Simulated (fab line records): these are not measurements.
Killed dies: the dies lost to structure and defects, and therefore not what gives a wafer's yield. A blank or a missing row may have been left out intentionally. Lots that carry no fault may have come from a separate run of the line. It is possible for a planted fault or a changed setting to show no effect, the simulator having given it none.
What tool caused it? | flow sfq line | 42 wafers from 14 lots sampled at 3 of the route's 325 steps

== WHAT THE GAUGES SHOWED, per wafer ==
The record lacks any reading of a measuring or inspecting step that a usual standard deviation could be used to judge.

== EACH LOT AND THE TOOL THAT RAN IT (in order: tool; ch and the chambers of the sampled wafers; start) ==
lot  | SFQ_TRILAYER_I4_CMP_CMP_100   | SFQ_TRILAYER_I4_METRO_MEASURE_101 | SFQ_TRILAYER_I4_VIA_ETCH_VIA_ETCH_106
L599 | cmp-02 ch 0,1,3, day 44 12:50 | film metro-02, day 44 14:57       | rie diel-03 ch 1,2, day 50 01:11
L601 | cmp-02 ch 0,2,3, day 50 23:13 | film metro-02, day 51 02:02       | rie diel-01 ch 0,1,2, day 51 11:20
L602 | cmp-02 ch 1,3, day 51 14:03   | film metro-03, day 51 16:40       | rie diel-03 ch 0,1,3, day 51 20:12
L603 | cmp-01 ch 0,1,3, day 51 17:49 | film metro-03, day 51 20:26       | rie diel-03 ch 0,2,3, day 52 01:14
L605 | cmp-02 ch 2,3, day 52 13:50   | film metro-04, day 52 17:21       | rie diel-01 ch 0,1,3, day 53 19:38
L612 | cmp-02 ch 0,1,2, day 60 05:52 | film metro-02, day 60 08:59       | rie diel-04 ch 1,2,3, day 65 05:44
L614 | cmp-01 ch 0,2,3, day 60 19:22 | film metro-03, day 60 22:29       | rie diel-04 ch 0,2, day 65 23:37
L616 | cmp-01 ch 0,1, day 62 09:02   | film metro-04, day 62 11:51       | rie diel-03 ch 1,2, day 67 00:49
L617 | cmp-01 ch 0,1,2, day 62 22:16 | film metro-03, day 63 00:23       | rie diel-03 ch 0,1,3, day 67 15:13
L618 | cmp-02 ch 1,2,3, day 63 09:00 | film metro-02, day 63 11:07       | rie diel-01 ch 2,3, day 68 11:43
L619 | cmp-02 ch 0,1,3, day 63 15:00 | film metro-02, day 63 17:31       | rie diel-03 ch 0,2,3, day 68 22:31
L620 | cmp-01 ch 1,2, day 63 20:02   | film metro-02, day 63 23:21       | rie diel-04 ch 0,1,3, day 69 11:43
L621 | cmp-02 ch 2,3, day 64 02:30   | film metro-04, day 64 05:43       | rie diel-04 ch 1,2, day 69 15:19
L622 | cmp-02 ch 2,3, day 64 08:00   | film metro-04, day 64 11:19       | rie diel-03 ch 0,1,2, day 69 21:42
- SFQ_TRILAYER_I4_CMP_CMP_100: polishes SiO2.
- SFQ_TRILAYER_I4_METRO_MEASURE_101
- SFQ_TRILAYER_I4_VIA_ETCH_VIA_ETCH_106: etches SiO2 in CHF3, stops on Nb, target depth 260 nm.

== WHAT THE TOOLS THEMSELVES READ (means of the sampled wafers that have a number; where no wafer has one, the mark that the record gives instead) ==
SFQ_TRILAYER_I4_CMP_CMP_100. Usual: motor current A 10.1 A, standard deviation 1; time to endpoint s 216 s, standard deviation 6.4.
lot  | tool   | motor current A (A) | time to endpoint s (s) | flag
L599 | cmp-02 | 9.9                 | 211                    |
L601 | cmp-02 | 9.7                 | 216                    |
L602 | cmp-02 | 11.0                | 253                    | OFF
L603 | cmp-01 | 9.8                 | 222                    |
L605 | cmp-02 | 10.2                | 244                    | OFF
L612 | cmp-02 | 10.6                | 209                    |
L614 | cmp-01 | 10.0                | 221                    |
L616 | cmp-01 | 9.6                 | 209                    |
L617 | cmp-01 | 10.2                | 218                    |
L618 | cmp-02 | 10.7                | 210                    |
L619 | cmp-02 | 9.8                 | 210                    |
L620 | cmp-01 | 9.9                 | 222                    |
L621 | cmp-02 | 10.1                | 220                    |
L622 | cmp-02 | 10.5                | 218                    |

SFQ_TRILAYER_I4_METRO_MEASURE_101. Usual: thk nm reads 200.1 nm (standard deviation 1).
lot  | tool          | thk nm (nm) | flag
L599 | film metro-02 | 199.9       |
L601 | film metro-02 | 198.9       |
L602 | film metro-03 | 149.4       | OFF
L603 | film metro-03 | 201.2       |
L605 | film metro-04 | 151.1       | OFF
L612 | film metro-02 | 199.3       |
L614 | film metro-03 | 201.0       |
L616 | film metro-04 | 200.9       |
L617 | film metro-03 | 200.7       |
L618 | film metro-02 | 198.6       |
L619 | film metro-02 | 198.0       |
L620 | film metro-02 | 200.0       |
L621 | film metro-04 | 200.0       |
L622 | film metro-04 | 199.6       |

SFQ_TRILAYER_I4_VIA_ETCH_VIA_ETCH_106. Usual: drypump motor current A 5.9 A, standard deviation 0.43; oes product au 0.854 a.u., standard deviation 0.005.
lot  | tool        | drypump motor current A (A) | oes product au (a.u.) | flag
L599 | rie diel-03 | 6.2                         | 0.851                 |
L601 | rie diel-01 | 5.8                         | 0.849                 |
L602 | rie diel-03 | 6.0                         | 0.739                 | OFF
L603 | rie diel-03 | 6.4                         | 0.852                 |
L605 | rie diel-01 | 5.6                         | 0.739                 | OFF
L612 | rie diel-04 | 5.7                         | 0.848                 |
L614 | rie diel-04 | 6.0                         | 0.854                 |
L616 | rie diel-03 | 5.8                         | 0.854                 |
L617 | rie diel-03 | 6.1                         | 0.853                 |
L618 | rie diel-01 | 5.6                         | 0.852                 |
L619 | rie diel-03 | 6.4                         | 0.849                 |
L620 | rie diel-04 | 5.6                         | 0.853                 |
L621 | rie diel-04 | 5.9                         | 0.851                 |
L622 | rie diel-03 | 6.1                         | 0.859                 |

== THE ANSWER, worked out from the rows above alone ==
Rule: lot off if the mean of its wafers having a number is beyond 3 standard deviations from the usual mean. A lot without any number at a reading at which 4 lots or more have one is off too. All remaining lots with rows at the step are treated as sound. After the gauges, taken in route order, come the tools' own readings; for these a lot's mean is taken, as printed above. The first step at which some lot is off is used, and at that step the reading that is off furthest; a lot without a number counts as furthest.
Off, at SFQ_TRILAYER_I4_CMP_CMP_100 on time to endpoint s: L602, L605.
If a tool, at that step or one of the process steps before it, ran each lot that is off and ran no sound lot following the first of them, it fits. Not one of the candidates tried fits.

== WHAT THE SIMULATOR HAD PUT IN ==
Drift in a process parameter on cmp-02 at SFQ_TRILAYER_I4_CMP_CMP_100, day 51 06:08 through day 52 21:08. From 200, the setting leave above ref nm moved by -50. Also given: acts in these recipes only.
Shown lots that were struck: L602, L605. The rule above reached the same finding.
